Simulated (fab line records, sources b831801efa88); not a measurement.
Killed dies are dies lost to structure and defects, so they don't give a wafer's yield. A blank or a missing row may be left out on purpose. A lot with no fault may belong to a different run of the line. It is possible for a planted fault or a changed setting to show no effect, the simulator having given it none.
Which of the tools did it? :: flow sky130 :: 14 lots, 41 wafers sampled, at 6 steps of a route of 708

== WHAT THE GAUGES SHOWED, per wafer ==
SKY_METAL2_RS_MEAS_05: measures by four-point-probe.
lot: L449
measured: day 33 16:11
on: filmMetro-02
METAL2_ALCU_RS (ohm/sq): 0.1312 0.1319 0.1306

lot: L450
measured: day 34 04:33
on: filmMetro-01
METAL2_ALCU_RS (ohm/sq): 0.1254 0.1250 0.1250

lot: L452
measured: day 35 17:50
on: filmMetro-01
METAL2_ALCU_RS (ohm/sq): 0.1285 0.1284 0.1294

lot: L451
measured: day 35 20:56
on: filmMetro-02
METAL2_ALCU_RS (ohm/sq): 0.1258 0.1270 0.1258

lot: L454
measured: day 35 21:00
on: filmMetro-01
METAL2_ALCU_RS (ohm/sq): 0.1269 0.1272 0.1281

lot: L455
measured: day 36 01:55
on: filmMetro-04
METAL2_ALCU_RS (ohm/sq): 0.1281 0.1264 0.1274

lot: L456
measured: day 36 07:47
on: filmMetro-02
METAL2_ALCU_RS (ohm/sq): 0.1243 0.1245 0.1245

lot: L457
measured: day 36 08:36
on: filmMetro-01
METAL2_ALCU_RS (ohm/sq): 0.1276 0.1271 0.1275

lot: L458
measured: day 36 16:44
on: filmMetro-04
METAL2_ALCU_RS (ohm/sq): 0.1264 0.1271 0.1262

lot: L459
measured: day 37 05:59
on: filmMetro-04
METAL2_ALCU_RS (ohm/sq): 0.1278 0.1272 0.1278

lot: L462
measured: day 38 10:11
on: filmMetro-02
METAL2_ALCU_RS (ohm/sq): 0.1262 0.1244 0.0635

lot: L463
measured: day 38 12:46
on: filmMetro-04
METAL2_ALCU_RS (ohm/sq): 0.1274 0.0639

lot: L470
measured: day 40 10:21
on: filmMetro-04
METAL2_ALCU_RS (ohm/sq): 0.1240 0.1242 0.1239

lot: L472
measured: day 40 21:22
on: filmMetro-01
METAL2_ALCU_RS (ohm/sq): 0.1265 0.1276 0.1270

SKY_METAL2_THK_MEAS_06: measures by xrf.
lot: L449
measured: day 33 16:19
on: filmMetro-02
METAL2_ALCU_THK (nm): 242 240 243

lot: L450
measured: day 34 04:40
on: filmMetro-01
METAL2_ALCU_THK (nm): 254 255 256

lot: L452
measured: day 35 17:58
on: filmMetro-01
METAL2_ALCU_THK (nm): 246 246 245

lot: L451
measured: day 35 21:03
on: filmMetro-02
METAL2_ALCU_THK (nm): 251 248 250

lot: L454
measured: day 35 21:07
on: filmMetro-01
METAL2_ALCU_THK (nm): 250 247 245

lot: L455
measured: day 36 02:02
on: filmMetro-04
METAL2_ALCU_THK (nm): 249 251 251

lot: L456
measured: day 36 07:54
on: filmMetro-02
METAL2_ALCU_THK (nm): 254 253 253

lot: L457
measured: day 36 08:43
on: filmMetro-01
METAL2_ALCU_THK (nm): 248 248 249

lot: L458
measured: day 36 16:52
on: filmMetro-04
METAL2_ALCU_THK (nm): 250 251 253

lot: L459
measured: day 37 06:07
on: filmMetro-04
METAL2_ALCU_THK (nm): 249 251 249

lot: L462
measured: day 38 10:19
on: filmMetro-02
METAL2_ALCU_THK (nm): 250 254 490

lot: L463
measured: day 38 12:53
on: filmMetro-04
METAL2_ALCU_THK (nm): 247 491

lot: L470
measured: day 40 10:28
on: filmMetro-04
METAL2_ALCU_THK (nm): 257 255 257

lot: L472
measured: day 40 21:28
on: filmMetro-01
METAL2_ALCU_THK (nm): 251 247 248

== EACH LOT AND THE TOOL THAT RAN IT (in order: tool; ch and the chambers of the sampled wafers; start) ==
lot: L449
SKY_METAL1_SPUTTER_00: pvdSputter-02, day 31 06:18
SKY_METAL1_SPUTTER_02: pvdSputter-02, day 31 06:21
SKY_VIA1_SPUTTER_20: pvdSputter-02, day 33 15:19
SKY_METAL2_SPUTTER_02: pvdSputter-04, day 33 16:06

lot: L450
SKY_METAL1_SPUTTER_00: pvdSputter-04, day 31 19:53
SKY_METAL1_SPUTTER_02: pvdSputter-04, day 31 19:56
SKY_VIA1_SPUTTER_20: pvdSputter-01, day 34 03:47
SKY_METAL2_SPUTTER_02: pvdSputter-02, day 34 04:28

lot: L452
SKY_METAL1_SPUTTER_00: pvdSputter-04, day 33 11:01
SKY_METAL1_SPUTTER_02: pvdSputter-04, day 33 11:04
SKY_VIA1_SPUTTER_20: pvdSputter-03, day 35 17:04
SKY_METAL2_SPUTTER_02: pvdSputter-04, day 35 17:45

lot: L451
SKY_METAL1_SPUTTER_00: pvdSputter-02, day 33 12:59
SKY_METAL1_SPUTTER_02: pvdSputter-02, day 33 13:02
SKY_VIA1_SPUTTER_20: pvdSputter-01, day 35 20:08
SKY_METAL2_SPUTTER_02: pvdSputter-03, day 35 20:50

lot: L454
SKY_METAL1_SPUTTER_00: pvdSputter-01, day 33 13:04
SKY_METAL1_SPUTTER_02: pvdSputter-01, day 33 13:07
SKY_VIA1_SPUTTER_20: pvdSputter-02, day 35 20:12
SKY_METAL2_SPUTTER_02: pvdSputter-02, day 35 20:53

lot: L455
SKY_METAL1_SPUTTER_00: pvdSputter-02, day 33 18:16
SKY_METAL1_SPUTTER_02: pvdSputter-02, day 33 18:19
SKY_VIA1_SPUTTER_20: pvdSputter-03, day 36 01:08
SKY_METAL2_SPUTTER_02: pvdSputter-02, day 36 01:49

lot: L456
SKY_METAL1_SPUTTER_00: pvdSputter-02, day 34 00:04
SKY_METAL1_SPUTTER_02: pvdSputter-02, day 34 00:07
SKY_VIA1_SPUTTER_20: pvdSputter-01, day 36 07:00
SKY_METAL2_SPUTTER_02: pvdSputter-02, day 36 07:41

lot: L457
SKY_METAL1_SPUTTER_00: pvdSputter-02, day 34 00:58
SKY_METAL1_SPUTTER_02: pvdSputter-02, day 34 01:01
SKY_VIA1_SPUTTER_20: pvdSputter-03, day 36 07:50
SKY_METAL2_SPUTTER_02: pvdSputter-04, day 36 08:31

lot: L458
SKY_METAL1_SPUTTER_00: pvdSputter-04, day 34 09:17
SKY_METAL1_SPUTTER_02: pvdSputter-04, day 34 09:20
SKY_VIA1_SPUTTER_20: pvdSputter-02, day 36 15:58
SKY_METAL2_SPUTTER_02: pvdSputter-04, day 36 16:39

lot: L459
SKY_METAL1_SPUTTER_00: pvdSputter-04, day 34 22:40
SKY_METAL1_SPUTTER_02: pvdSputter-04, day 34 22:43
SKY_VIA1_SPUTTER_20: pvdSputter-03, day 37 05:13
SKY_METAL2_SPUTTER_02: pvdSputter-04, day 37 05:54

lot: L462
SKY_METAL1_SPUTTER_00: pvdSputter-02, day 36 03:01
SKY_METAL1_SPUTTER_02: pvdSputter-02, day 36 03:04
SKY_VIA1_SPUTTER_20: pvdSputter-01, day 38 09:25
SKY_METAL2_SPUTTER_02: pvdSputter-04, day 38 10:06

lot: L463
SKY_METAL1_SPUTTER_00: pvdSputter-04, day 36 05:20
SKY_METAL1_SPUTTER_02: pvdSputter-04, day 36 05:23
SKY_VIA1_SPUTTER_20: pvdSputter-01, day 38 11:58
SKY_METAL2_SPUTTER_02: pvdSputter-04, day 38 12:39

lot: L470
SKY_METAL1_SPUTTER_00: pvdSputter-01, day 38 05:52
SKY_METAL1_SPUTTER_02: pvdSputter-01, day 38 05:55
SKY_VIA1_SPUTTER_20: pvdSputter-02, day 40 09:33
SKY_METAL2_SPUTTER_02: pvdSputter-02, day 40 10:14

lot: L472
SKY_METAL1_SPUTTER_00: pvdSputter-04, day 38 17:27
SKY_METAL1_SPUTTER_02: pvdSputter-04, day 38 17:30
SKY_VIA1_SPUTTER_20: pvdSputter-01, day 40 20:34
SKY_METAL2_SPUTTER_02: pvdSputter-02, day 40 21:15
- SKY_METAL1_SPUTTER_00: material Ti, target thk 15 nm, time 10 s.
- SKY_METAL1_SPUTTER_02: material AlCu, target thk 250 nm, time 13.3 s.
- SKY_VIA1_SPUTTER_20: material TiN, target thk 20 nm, time 80 s.
- SKY_METAL2_SPUTTER_02: material AlCu, target thk 250 nm, time 13.3 s.

== AS READ BY THE TOOLS THEMSELVES (means over the sampled wafers that have a number; for cases with no such wafer, the mark the record gives instead) ==
SKY_METAL1_SPUTTER_00.
lot: L449
tool: pvdSputter-02
throttleValvePct (%): 29.9

lot: L450
tool: pvdSputter-04
throttleValvePct (%): 31.5

lot: L452
tool: pvdSputter-04
throttleValvePct (%): 30.7

lot: L451
tool: pvdSputter-02
throttleValvePct (%): 29.8

lot: L454
tool: pvdSputter-01
throttleValvePct (%): 30.1

lot: L455
tool: pvdSputter-02
throttleValvePct (%): 30.0

lot: L456
tool: pvdSputter-02
throttleValvePct (%): 29.1

lot: L457
tool: pvdSputter-02
throttleValvePct (%): 30.5

lot: L458
tool: pvdSputter-04
throttleValvePct (%): 31.5

lot: L459
tool: pvdSputter-04
throttleValvePct (%): 30.7

lot: L462
tool: pvdSputter-02
throttleValvePct (%): 30.0

lot: L463
tool: pvdSputter-04
throttleValvePct (%): 31.0

lot: L470
tool: pvdSputter-01
throttleValvePct (%): 30.4

lot: L472
tool: pvdSputter-04
throttleValvePct (%): 31.7

SKY_METAL1_SPUTTER_02.
lot: L449
tool: pvdSputter-02
throttleValvePct (%): 30.1

lot: L450
tool: pvdSputter-04
throttleValvePct (%): 31.8

lot: L452
tool: pvdSputter-04
throttleValvePct (%): 30.8

lot: L451
tool: pvdSputter-02
throttleValvePct (%): 29.6

lot: L454
tool: pvdSputter-01
throttleValvePct (%): 30.1

lot: L455
tool: pvdSputter-02
throttleValvePct (%): 30.1

lot: L456
tool: pvdSputter-02
throttleValvePct (%): 29.4

lot: L457
tool: pvdSputter-02
throttleValvePct (%): 30.5

lot: L458
tool: pvdSputter-04
throttleValvePct (%): 31.2

lot: L459
tool: pvdSputter-04
throttleValvePct (%): 30.7

lot: L462
tool: pvdSputter-02
throttleValvePct (%): 29.9

lot: L463
tool: pvdSputter-04
throttleValvePct (%): 31.4

lot: L470
tool: pvdSputter-01
throttleValvePct (%): 30.4

lot: L472
tool: pvdSputter-04
throttleValvePct (%): 31.9

SKY_VIA1_SPUTTER_20.
lot: L449
tool: pvdSputter-02
throttleValvePct (%): 29.2

lot: L450
tool: pvdSputter-01
throttleValvePct (%): 30.3

lot: L452
tool: pvdSputter-03
throttleValvePct (%): 29.4

lot: L451
tool: pvdSputter-01
throttleValvePct (%): 30.7

lot: L454
tool: pvdSputter-02
throttleValvePct (%): 29.1

lot: L455
tool: pvdSputter-03
throttleValvePct (%): 29.6

lot: L456
tool: pvdSputter-01
throttleValvePct (%): 30.7

lot: L457
tool: pvdSputter-03
throttleValvePct (%): 30.3

lot: L458
tool: pvdSputter-02
throttleValvePct (%): 28.9

lot: L459
tool: pvdSputter-03
throttleValvePct (%): 29.4

lot: L462
tool: pvdSputter-01
throttleValvePct (%): 30.3

lot: L463
tool: pvdSputter-01
throttleValvePct (%): 29.9

lot: L470
tool: pvdSputter-02
throttleValvePct (%): 30.4

lot: L472
tool: pvdSputter-01
throttleValvePct (%): 30.4

SKY_METAL2_SPUTTER_02.
lot: L449
tool: pvdSputter-04
throttleValvePct (%): 31.3

lot: L450
tool: pvdSputter-02
throttleValvePct (%): 29.3

lot: L452
tool: pvdSputter-04
throttleValvePct (%): 29.2

lot: L451
tool: pvdSputter-03
throttleValvePct (%): 29.4

lot: L454
tool: pvdSputter-02
throttleValvePct (%): 29.3

lot: L455
tool: pvdSputter-02
throttleValvePct (%): 29.1

lot: L456
tool: pvdSputter-02
throttleValvePct (%): 29.7

lot: L457
tool: pvdSputter-04
throttleValvePct (%): 29.9

lot: L458
tool: pvdSputter-04
throttleValvePct (%): 29.7

lot: L459
tool: pvdSputter-04
throttleValvePct (%): 29.2

lot: L462
tool: pvdSputter-04
throttleValvePct (%): 31.3

lot: L463
tool: pvdSputter-04
throttleValvePct (%): 32.5

lot: L470
tool: pvdSputter-02
throttleValvePct (%): 29.8

lot: L472
tool: pvdSputter-02
throttleValvePct (%): 30.2

== THE ANSWER, worked out from the rows above alone ==
Rule: the usual values come from the lots themselves. Put in order of their means at a reading, lots are off if they are a third of the lots or fewer, leave a main group of 4 or more, and stand apart from it by a gap of 3 or more times the standard deviation of the main group's means; of several such gaps the widest counts. The tables above print the reading to a certain number of digits; a main group whose means all agree to those digits is not used. Also off: a lot with no number at a reading for which 4 or more lots have one. The other lots that the step has rows for count as sound. Order of review: gauges by route order, followed by the tools' own readings, for which a lot's mean as printed above is used. At the first step where some lot is off, the reading lying furthest off is the one used; lots without a number count as furthest.
Off: at SKY_METAL2_RS_MEAS_05 (METAL2_ALCU_RS), L462, L463. The main group: mean 0.1269 ohm/sq, standard deviation 0.0019.
If a tool, at a process step before that reading, ran all the lots that are off and no sound lot after the first of them, it fits. The gauges at SKY_METAL2_RS_MEAS_05 aren't tried: what is off there is off at SKY_METAL2_SPUTTER_02 too, on other tools, and a gauge's error can't cause that. One fits: pvdSputter-04 at SKY_METAL2_SPUTTER_02. Its last sound lot is L459 (day 37 05:54), its first lot that is off L462 (day 38 10:06): a fault that began between those two fits.

== WHAT THE SIMULATOR HAD INSERTED ==
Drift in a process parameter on pvdSputter-04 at SKY_METAL2_SPUTTER_02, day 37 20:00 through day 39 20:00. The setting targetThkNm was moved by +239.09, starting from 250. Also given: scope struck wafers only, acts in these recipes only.
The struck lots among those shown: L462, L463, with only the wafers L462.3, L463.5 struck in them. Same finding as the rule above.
